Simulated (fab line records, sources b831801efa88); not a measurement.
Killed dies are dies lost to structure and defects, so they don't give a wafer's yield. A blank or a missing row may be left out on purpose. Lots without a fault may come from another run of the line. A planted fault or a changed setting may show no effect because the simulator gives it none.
Which tool did it? | flow sky130 | 11 lots, 33 wafers sampled, at 2 steps of a route of 708

WHAT THE GAUGES READ, wafer by wafer
SKY_METAL1_THK_MEAS_06: measures by xrf. Usual: METAL1_ALCU_THK 247.7 nm, standard deviation 2.9.
lot  | measured     | on            | METAL1_ALCU_THK (nm) | flag
L685 | day 30 07:50 | film_metro-02 | 242.6 244.4 244.7    |
L686 | day 31 21:05 | film_metro-02 | 246.7 245.2 248.0    |
L687 | day 32 13:21 | film_metro-02 | 248.4 245.9 246.7    |
L692 | day 34 12:20 | film_metro-01 | 245.1 240.8 246.2    |
L693 | day 35 00:12 | film_metro-01 | 245.6 244.9 243.6    |
L694 | day 35 06:52 | film_metro-03 | 248.6 247.3 251.8    |
L701 | day 37 13:55 | film_metro-02 | 248.8 247.7 250.5    |
L699 | day 37 18:56 | film_metro-01 | 247.0 250.2 246.8    |
L703 | day 37 21:59 | film_metro-03 | 245.2 247.6 247.1    |
L704 | day 37 22:20 | film_metro-01 | 254.8 251.5 252.6    |
L707 | day 39 11:52 | film_metro-03 | 247.8 248.4 248.1    |

WHICH TOOL RAN EACH LOT (tool, then ch and the chambers of the sampled wafers, then the start)
lot  | SKY_METAL1_SPUTTER_01
L685 | pvd_sputter-04, day 30 07:36
L686 | pvd_sputter-02, day 31 20:50
L687 | pvd_sputter-01, day 32 13:07
L692 | pvd_sputter-01, day 34 12:05
L693 | pvd_sputter-04, day 34 23:57
L694 | pvd_sputter-04, day 35 06:38
L701 | pvd_sputter-04, day 37 13:40
L699 | pvd_sputter-04, day 37 18:43
L703 | pvd_sputter-04, day 37 21:44
L704 | pvd_sputter-01, day 37 22:06
L707 | pvd_sputter-04, day 39 11:37
- SKY_METAL1_SPUTTER_01: material TiN, target thk 20 nm, time 16.7 s.

WHAT THE TOOLS THEMSELVES READ (means of the sampled wafers that have a number; where no wafer has one, the mark that the record gives instead)
SKY_METAL1_SPUTTER_01. Usual: throttle_valve_pct 30.1 %, standard deviation 1.2.
lot  | tool           | throttle_valve_pct (%) | flag
L685 | pvd_sputter-04 | 29.6                   |
L686 | pvd_sputter-02 | 29.8                   |
L687 | pvd_sputter-01 | 31.0                   |
L692 | pvd_sputter-01 | 30.5                   |
L693 | pvd_sputter-04 | 30.6                   |
L694 | pvd_sputter-04 | 30.2                   |
L701 | pvd_sputter-04 | 30.2                   |
L699 | pvd_sputter-04 | 29.4                   |
L703 | pvd_sputter-04 | 29.7                   |
L704 | pvd_sputter-01 | 29.1                   |
L707 | pvd_sputter-04 | 29.6                   |

THE ANSWER, worked out from the rows above alone
Rule: a lot is off if the mean of its wafers that have a number lies more than 3 standard deviations from the usual mean. A lot without any number at a reading at which 4 lots or more have one is off too. The other lots that the step has rows for count as sound. The gauges are gone through in route order, then the tools' own readings, and for those a lot's mean is taken as printed above. The first step at which some lot is off is used, and at that step the reading that is off furthest; a lot without a number counts as furthest.
No lot is off at any reading shown: from this, nothing can be told.

WHAT THE SIMULATOR HAD PUT IN
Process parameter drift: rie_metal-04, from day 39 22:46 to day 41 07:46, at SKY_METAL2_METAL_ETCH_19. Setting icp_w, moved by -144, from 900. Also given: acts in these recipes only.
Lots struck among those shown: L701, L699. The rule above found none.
